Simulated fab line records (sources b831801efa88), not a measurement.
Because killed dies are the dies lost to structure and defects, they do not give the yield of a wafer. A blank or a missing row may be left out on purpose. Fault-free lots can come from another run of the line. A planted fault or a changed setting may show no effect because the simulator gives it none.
The same fault as seen by 2 desks + flow gf180mcu + what lay behind the numbers comes last; until then each desk has only its own

## AT THE METROLOGY DESK
What the gauges read for every lot (on any tool): the sampled wafers with a number, averaged. The brackets show how far a lot's mean lies from the usual mean; more than 4 standard deviations puts the lot out of limits, marked OUT.
Columns: A = cd_nm at GF_STI_CD_MEAS_12, usual 220.0 nm; B = STI_OXIDATION_01_THK at GF_STI_THK_MEAS_22, usual 14.94 nm; C = STI_CVD_23_THK at GF_STI_THK_MEAS_24, usual 647 nm
| lot  | first seen here | A     | B     | C   |
|------|-----------------|-------|-------|-----|
| L671 | day 2 04:47     | 219.7 | 14.79 | 652 |
| L676 | day 3 02:51     | 221.4 | 15.19 | 641 |
| L683 | day 4 14:23     | 219.1 | 14.92 | 654 |
| L684 | day 4 20:03     | 219.2 | 15.11 | 640 |
| L685 | day 5 02:11     | 219.9 | 14.79 | 650 |
| L690 | day 6 02:31     | 222.2 | 14.90 | 649 |
Finding of this desk: none of the 6 lots has anything out of limits.

## DESK OF THE TOOL OWNER: wet_bench-04
The tool's own readings at GF_STI_WET_ETCH_17 (etches Si3N4 in H3PO4, target depth 45 nm, time 514 s): means of the sampled wafers that have a number, for each lot that ran on this tool. The brackets show how far a lot's mean lies from the usual mean; more than 4 standard deviations puts the lot out of limits, marked OUT.
Columns: A = run_length_s at GF_STI_WET_ETCH_17, usual 541 s
| lot  | first seen here | A             |
|------|-----------------|---------------|
| L676 | day 3 03:13     | 538           |
| L683 | day 4 14:46     | 284 (-69) OUT |
| L684 | day 4 20:25     | 286 (-69) OUT |
This desk's verdict: out of limits on L683, L684, starting with L683 at day 4 14:46 (run_length_s at GF_STI_WET_ETCH_17). L676: within limits.

## ALL TOGETHER
On L683, L684, at day 4 14:46, an alarm was possible from the tool owner's desk.
Metrology desk: nothing out of limits seen.
The metrology desk has L683, L684 on record, within its limits.
All the named lots went through GF_STI_WET_ETCH_17 on wet_bench-04.

## WHAT WAS PUT IN BY THE SIMULATOR
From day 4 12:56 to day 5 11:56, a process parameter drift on wet_bench-04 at GF_STI_WET_ETCH_17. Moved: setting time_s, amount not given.
Struck lots among those shown: L683, L684.
Delay in hours, fault start to first out-of-limits reading, by desk: the tool owner's desk at 2.
